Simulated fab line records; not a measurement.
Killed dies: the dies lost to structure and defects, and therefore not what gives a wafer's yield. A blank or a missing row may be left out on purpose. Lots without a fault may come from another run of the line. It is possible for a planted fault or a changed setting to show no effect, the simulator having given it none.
fab line records	flow gf180mcu
[record] lots = 13	wafers = 39	last-day = 34
route steps=602 shown STI@5 M1@325 V3@445 V4@481
lots that met no fault: taken from a fault-free run of the same line
start-h: hours from the record's first day to the start of the lot's first wafer shown	wait-h: time in hours since the lot's previous step	" unchanged from the row above	L1.1+2: a single row standing in for several wafers	- either no value or no given start	* or withheld: withheld	< > ~ a bound
route shown NAME@n: a module of which the file shows steps, and the number in the route of the first	usual: mean/standard deviation taken from wafers without a fault	same: alike in all rows	chamber/n: place in a boat	sites: each site's reading	_std_site: standard deviation of those values	_edge_site: inner sites' mean taken away from outer sites' mean	radius-mm: how far each site lies from the wafer's centre	mask NAME#n: copy n	behind: the last tool/chamber to shape the wafer	hold: why the lot went on hold/how many hours it stayed there/how the hold came to an end	device: the n, p or np transistor that did not switch	end of line: the tests these same wafers got at the end of their route	a step given without rows: its recipe and nothing more	killed: at the first sort, the dies lost to defects and structure; wafer yield is something else	map: a wafer's dies, marking killed ones x, the rest . and places with no die _
set.NAME: the setting as run; set.NAME@STEP: as run at that earlier step	model.NAME: the simulator's own value behind a step, which no gauge read
steps of the route over a sample of lots; a table a step, a row a wafer
services: the hour from which a tool's chamber was out of use, counted from the record's first day as start-h (under 0 if before that day), plus the number of hours and why
[[steps]]
[step GF_STI_THK_MEAS_04]
[recipe] reads = Si3N4_of_STI_CVD_03
[usual] STI_CVD_03_THK = 207.8/1.8
lot.wafer	tool	chamber	start-h	wait-h	STI_CVD_03_THK[nm]
L833.1	film-metro-02	-	18.56	0.0	206.7
L833.5	"	-	"	"	207.7
L833.6	"	-	"	"	207.1
L836.3	film-metro-04	-	35.67	0.0	209.6
L836.4	"	-	"	"	210.9
L836.6	"	-	"	"	212.5
L837.2	film-metro-04	-	38.57	0.0	208.4
L837.4	"	-	"	"	209.5
L837.6	"	-	"	"	211.3
L839.2	film-metro-04	-	48.69	0.0	210.1
L839.3	"	-	"	"	208.6
L839.4	"	-	"	"	210.1
L840.3	film-metro-01	-	55.23	0.0	205.6
L840.4	"	-	"	"	206.8
L840.6	"	-	"	"	206.2
L842.3	film-metro-02	-	63.84	0.0	203.4
L842.5	"	-	"	"	204.1
L842.6	"	-	"	"	206.4
L844.4	film-metro-02	-	73.59	0.0	206.8
L844.5	"	-	"	"	207.1
L844.6	"	-	"	"	205.2
L845.1	film-metro-02	-	79.64	0.0	207.5
L845.2	"	-	"	"	207.8
L845.4	"	-	"	"	207.9
L846.2	film-metro-02	-	85.52	0.0	205.4
L846.3	"	-	"	"	207.0
L846.5	"	-	"	"	206.2
L849.1	film-metro-04	-	99.55	0.0	207.0
L849.2	"	-	"	"	204.8
L849.5	"	-	"	"	206.0
L852.2	film-metro-01	-	114.34	0.0	208.5
L852.5	"	-	"	"	207.2
L852.6	"	-	"	"	209.1
L854.1	film-metro-02	-	124.52	0.0	207.3
L854.2	"	-	"	"	209.4
L854.6	"	-	"	"	210.4
L855.1	film-metro-01	-	128.56	0.0	210.3
L855.5	"	-	"	"	209.8
L855.6	"	-	"	"	210.3
[step GF_M1_SOFTBAKE_10]
[recipe] temp-c = 130	time-s = 60	resist = KrF
[usual] chill-plate-temp-C = 23.00/0.097	run-length-s = 89.24/0.26
lot.wafer	tool	chamber	start-h	wait-h	chill-plate-temp-C	run-length-s
L833.1	litho-track-04	0	380.98	0.1	23.12	88.89
L833.5	"	0	"	"	22.97	88.79
L833.6	"	0	"	"	23.01	88.88
L836.3	litho-track-02	0	411.62	0.1	22.83	89.18
L836.4	"	0	"	"	23.08	89.27
L836.6	"	0	"	"	22.93	89.00
L837.2	litho-track-02	0	421.35	0.1	23.06	89.39
L837.4	"	0	"	"	22.98	89.05
L837.6	"	0	"	"	23.00	89.03
L839.2	litho-track-01	0	437.80	0.1	22.99	89.57
L839.3	"	0	"	"	22.94	89.34
L839.4	"	0	"	"	23.26	89.30
L840.3	litho-track-02	0	451.87	0.1	23.20	89.36
L840.4	"	0	"	"	23.04	89.11
L840.6	"	0	"	"	23.04	89.02
L842.3	litho-track-02	0	467.72	0.1	23.07	89.13
L842.5	"	0	"	"	22.94	89.40
L842.6	"	0	"	"	22.97	89.10
L844.4	litho-track-01	0	484.80	0.1	22.91	93.26
L844.5	"	0	"	"	22.99	93.50
L844.6	"	0	"	"	22.98	93.33
L845.1	litho-track-01	0	492.72	0.1	22.98	93.54
L845.2	"	0	"	"	23.02	93.59
L845.4	"	0	"	"	23.02	93.26
L846.2	litho-track-02	0	509.59	0.1	22.93	89.24
L846.3	"	0	"	"	23.02	89.33
L846.5	"	0	"	"	23.13	89.13
L849.1	litho-track-02	0	529.67	0.1	23.00	89.19
L849.2	"	0	"	"	22.81	89.34
L849.5	"	0	"	"	23.01	89.15
L852.2	litho-track-02	0	548.74	0.1	23.09	89.26
L852.5	"	0	"	"	23.09	89.21
L852.6	"	0	"	"	23.03	89.15
L855.1	litho-track-04	0	566.68	0.1	23.08	88.89
L855.5	"	0	"	"	23.04	88.75
L855.6	"	0	"	"	23.03	88.74
L854.1	litho-track-02	0	571.02	0.1	23.20	89.16
L854.2	"	0	"	"	22.97	89.18
L854.6	"	0	"	"	22.89	89.13
[step GF_V3_ETCH_16]
[recipe] chemistry = N2/H2	target-depth-a = withheld	overetch-a = withheld	time-s = withheld	target = BARC	ion-energy-ev = 200	source-w = 500	bias-w = 100	pressure-mtorr = 30	n2-flow-sccm = 100	h2-flow-sccm = 200
[usual] drypump-motor-current-A = 5.6/0.49	oes-product-au = 0.855/0.0047	throttle-valve-pct = 13.225/0.0093
lot.wafer	tool	chamber	start-h	wait-h	drypump-motor-current-A	oes-product-au	throttle-valve-pct
L833.1	rie-diel-02	0	520.24	0.0	5.5	0.845	13.228
L833.5	"	1	"	"	6.1	0.852	13.220
L833.6	"	2	"	"	4.8	0.856	13.240
L836.3	rie-diel-02	1	549.78	0.0	6.1	0.847	13.235
L836.4	"	0	"	"	5.5	0.845	13.221
L836.6	"	0	"	"	5.4	0.857	13.232
L837.2	rie-diel-04	2	559.24	0.0	6.0	0.859	13.220
L837.4	"	1	"	"	5.9	0.859	13.219
L837.6	"	2	"	"	6.0	0.859	13.224
L839.2	rie-diel-04	2	572.14	0.0	5.9	0.854	13.214
L839.3	"	0	"	"	6.4	0.853	13.216
L839.4	"	3	"	"	4.9	0.855	13.230
L840.3	rie-diel-02	3	585.19	0.0	5.8	0.861	13.232
L840.4	"	2	"	"	4.7	0.855	13.208
L840.6	"	0	"	"	5.5	0.858	13.234
L842.3	rie-diel-03	3	598.33	0.0	5.5	0.852	13.223
L842.5	"	1	"	"	5.5	0.856	13.224
L842.6	"	2	"	"	5.9	0.849	13.231
L844.4	rie-diel-02	1	614.79	0.0	6.1	0.856	13.217
L844.5	"	2	"	"	4.8	0.856	13.226
L844.6	"	1	"	"	6.1	0.851	13.223
L845.1	rie-diel-03	1	621.39	0.0	5.5	0.844	13.232
L845.2	"	2	"	"	5.9	0.851	13.220
L845.4	"	3	"	"	5.5	0.863	13.230
L846.2	rie-diel-03	3	636.73	0.0	5.5	0.853	13.227
L846.3	"	1	"	"	5.5	0.852	13.221
L846.5	"	0	"	"	5.8	0.859	13.236
L849.1	rie-diel-02	0	652.89	0.0	5.5	0.852	13.235
L849.2	"	1	"	"	6.1	0.858	13.225
L849.5	"	3	"	"	5.8	0.855	13.206
L852.2	rie-diel-03	0	670.64	0.0	5.8	0.851	13.217
L852.5	"	3	"	"	5.5	0.847	13.217
L852.6	"	2	"	"	5.9	0.857	13.232
L855.1	rie-diel-02	3	685.58	0.0	5.8	0.848	13.217
L855.5	"	0	"	"	5.5	0.860	13.226
L855.6	"	1	"	"	6.1	0.843	13.223
L854.1	rie-diel-04	0	688.14	0.0	6.4	0.858	13.213
L854.2	"	2	"	"	5.9	0.863	13.241
L854.6	"	0	"	"	6.4	0.855	13.238
[step GF_V4_BOW_MEAS_05]
[recipe] mode = bow
[usual] V4_BOW = 134/9.8
lot.wafer	tool	chamber	start-h	wait-h	V4_BOW[um]
L833.1	film-metro-02	-	545.47	0.1	135
L833.5	"	-	"	"	136
L833.6	"	-	"	"	128
L836.3	film-metro-03	-	574.09	0.1	145
L836.4	"	-	"	"	142
L836.6	"	-	"	"	139
L837.2	film-metro-01	-	583.95	0.2	141
L837.4	"	-	"	"	135
L837.6	"	-	"	"	137
L839.2	film-metro-01	-	596.19	0.2	134
L839.3	"	-	"	"	141
L839.4	"	-	"	"	134
L840.3	film-metro-03	-	609.19	0.2	141
L840.4	"	-	"	"	132
L840.6	"	-	"	"	149
L842.3	film-metro-03	-	622.08	0.2	134
L842.5	"	-	"	"	123
L842.6	"	-	"	"	137
L844.4	film-metro-01	-	638.02	0.3	123
L844.5	"	-	"	"	121
L844.6	"	-	"	"	124
L845.1	film-metro-02	-	644.12	0.2	132
L845.2	"	-	"	"	131
L845.4	"	-	"	"	128
L846.2	film-metro-01	-	658.92	0.2	111
L846.3	"	-	"	"	122
L846.5	"	-	"	"	118
L849.1	film-metro-03	-	675.23	0.3	134
L849.2	"	-	"	"	123
L849.5	"	-	"	"	138
L852.2	film-metro-03	-	692.60	0.2	126
L852.5	"	-	"	"	124
L852.6	"	-	"	"	137
L855.1	film-metro-01	-	707.05	0.2	135
L855.5	"	-	"	"	130
L855.6	"	-	"	"	119
L854.1	film-metro-01	-	709.33	0.2	124
L854.2	"	-	"	"	117
L854.6	"	-	"	"	135
[[services]]
tool	chamber	start-h	hours	kind
rie-diel-03	1	375.84	3.9	repair
rie-diel-02	0	379.42	14.1	repair
rie-diel-02	3	386.35	5.6	repair
rie-diel-02	1	388.09	4.3	repair
rie-diel-04	0	419.09	-	clean
rie-diel-04	0	419.09	21.2	scheduled-down
rie-diel-04	0	419.09	21.2	vent-cycle
rie-diel-04	0	462.20	14.9	repair
rie-diel-04	1	465.66	10.1	repair
rie-diel-03	2	491.88	-	clean
rie-diel-03	2	491.88	19.2	scheduled-down
rie-diel-03	2	491.88	19.2	vent-cycle
rie-diel-03	0	508.05	3.4	repair
rie-diel-04	0	542.15	24.5	repair
rie-diel-04	-	546.18	1.2	repair
rie-diel-04	3	586.46	18.3	repair
rie-diel-03	-	596.24	0.4	repair
rie-diel-02	-	597.84	14.6	pm
rie-diel-03	0	608.95	3.8	repair
rie-diel-02	0	618.83	8.6	repair
rie-diel-02	3	620.45	5.1	repair
rie-diel-03	2	629.86	8.1	repair
rie-diel-04	-	634.80	1.1	repair
rie-diel-03	3	661.72	4.1	repair
[[key]]
[first-sign] step = GF_M1_SOFTBAKE_10	reading = run-length-s	direction = up	sigmas = 16	usual = *	struck = *
effect none on later readings
met-at GF_M1_SOFTBAKE_10
struck-lots L844,L845
not-acting-at GF_STI_THK_MEAS_04,GF_V3_ETCH_16,GF_V4_BOW_MEAS_05
onset-between 437.80 484.80
[fault] kind = process-parameter-drift	tool = litho-track-01	chamber = -	onset-h = 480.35	steps = GF_M1_SOFTBAKE_10	channel = time-s	offset = *	shape = step	end-h = 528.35	acts-in = *	stated = *
